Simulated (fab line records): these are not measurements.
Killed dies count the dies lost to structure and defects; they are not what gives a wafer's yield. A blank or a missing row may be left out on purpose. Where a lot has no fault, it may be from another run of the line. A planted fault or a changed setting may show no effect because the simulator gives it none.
Matching of chambers + flow gf180mcu + 4 sister chambers for GF_PASSIVATION_ETCH_11 on rie diel-04
The step etches the open film in CF4/O2, stops on TiN, target depth 1800 nm, time 400 s. 18 wafers are shown with their chamber, then 9 later ones without.

== WAFERS WITH THEIR CHAMBER ==
| wafer  | chamber | drypump motor current A (A) | throttle valve pct (%) | oes product au (a.u.) |
|--------|---------|-----------------------------|------------------------|-----------------------|
| L075.2 | 3       | 5.3                         | 5.950                  | 0.965                 |
| L075.3 | 0       | 5.6                         | 5.961                  | 0.950                 |
| L075.5 | 0       | 5.7                         | 5.974                  | 0.961                 |
| L080.4 | 1       | 5.6                         | 5.964                  | 0.969                 |
| L080.5 | 2       | 4.9                         | 5.960                  | 0.958                 |
| L080.6 | 0       | 5.6                         | 5.957                  | 0.964                 |
| L081.2 | 1       | 5.6                         | 5.951                  | 0.950                 |
| L081.3 | 2       | 4.9                         | 5.948                  | 0.959                 |
| L081.6 | 1       | 5.6                         | 5.956                  | 0.966                 |
| L084.2 | 3       | 5.3                         | 5.971                  | 0.962                 |
| L084.3 | 2       | 4.9                         | 5.959                  | 0.957                 |
| L084.4 | 0       | 5.6                         | 5.970                  | 0.971                 |
| L088.1 | 1       | 5.6                         | 5.947                  | 0.956                 |
| L088.5 | 1       | 5.6                         | 5.971                  | 0.974                 |
| L088.6 | 0       | 5.6                         | 5.967                  | 0.968                 |
| L091.4 | 1       | 5.6                         | 5.966                  | 0.961                 |
| L091.5 | 2       | 4.9                         | 5.968                  | 0.964                 |
| L091.6 | 0       | 5.6                         | 5.968                  | 0.959                 |

SIGNATURES (averages over the wafers above)
| reading                 | chamber 0 | chamber 1 | chamber 2 | chamber 3 | scatter within a chamber |
|-------------------------|-----------|-----------|-----------|-----------|--------------------------|
| drypump motor current A | 5.617     | 5.600     | 4.900     | 5.300     | 0.0244                   |
| throttle valve pct      | 5.96617   | 5.95917   | 5.95875   | 5.96050   | 0.00866                  |
| oes product au          | 0.96217   | 0.96267   | 0.95950   | 0.96350   | 0.00705                  |
Rule: a wafer's distance from a chamber is the root of the sum, over the readings, of the square of ((its reading less the chamber's mean) divided by the reading's scatter). If the next closest chamber is less than 2 further off than the closest, the wafer can't be placed; otherwise it belongs to the closest. The scatter: take each reading less its chamber's mean, square it, sum over the shown wafers, divide by the number of wafers less the number of chambers, and take the root.

== WAFERS WITHOUT THEIR CHAMBER ==
| wafer  | drypump motor current A (A) | throttle valve pct (%) | oes product au (a.u.) |
|--------|-----------------------------|------------------------|-----------------------|
| L093.3 | 5.6                         | 5.977                  | 0.956                 |
| L093.5 | 5.6                         | 5.967                  | 0.971                 |
| L093.6 | 5.6                         | 5.962                  | 0.963                 |
| L094.2 | 5.6                         | 5.957                  | 0.959                 |
| L094.3 | 5.6                         | 5.956                  | 0.956                 |
| L094.6 | 5.6                         | 5.968                  | 0.962                 |
| L096.1 | 4.9                         | 5.979                  | 0.958                 |
| L096.2 | 5.6                         | 5.957                  | 0.964                 |
| L096.6 | 5.6                         | 5.963                  | 0.970                 |

== WHICH CHAMBER EACH WENT THROUGH ==
| wafer  | from the rows above     | in truth |
|--------|-------------------------|----------|
| L093.3 | can't be placed: 0 or 1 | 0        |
| L093.5 | can't be placed: 0 or 1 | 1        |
| L093.6 | can't be placed: 1 or 0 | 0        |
| L094.2 | can't be placed: 1 or 0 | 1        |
| L094.3 | can't be placed: 1 or 0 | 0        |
| L094.6 | can't be placed: 0 or 1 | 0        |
| L096.1 | 2                       | 2        |
| L096.2 | can't be placed: 1 or 0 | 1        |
| L096.6 | can't be placed: 1 or 0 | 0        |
1 of 9 placed correctly. Can't be placed from these rows: 8 (the true chamber is among the candidates in 8). Wrongly placed: 0.
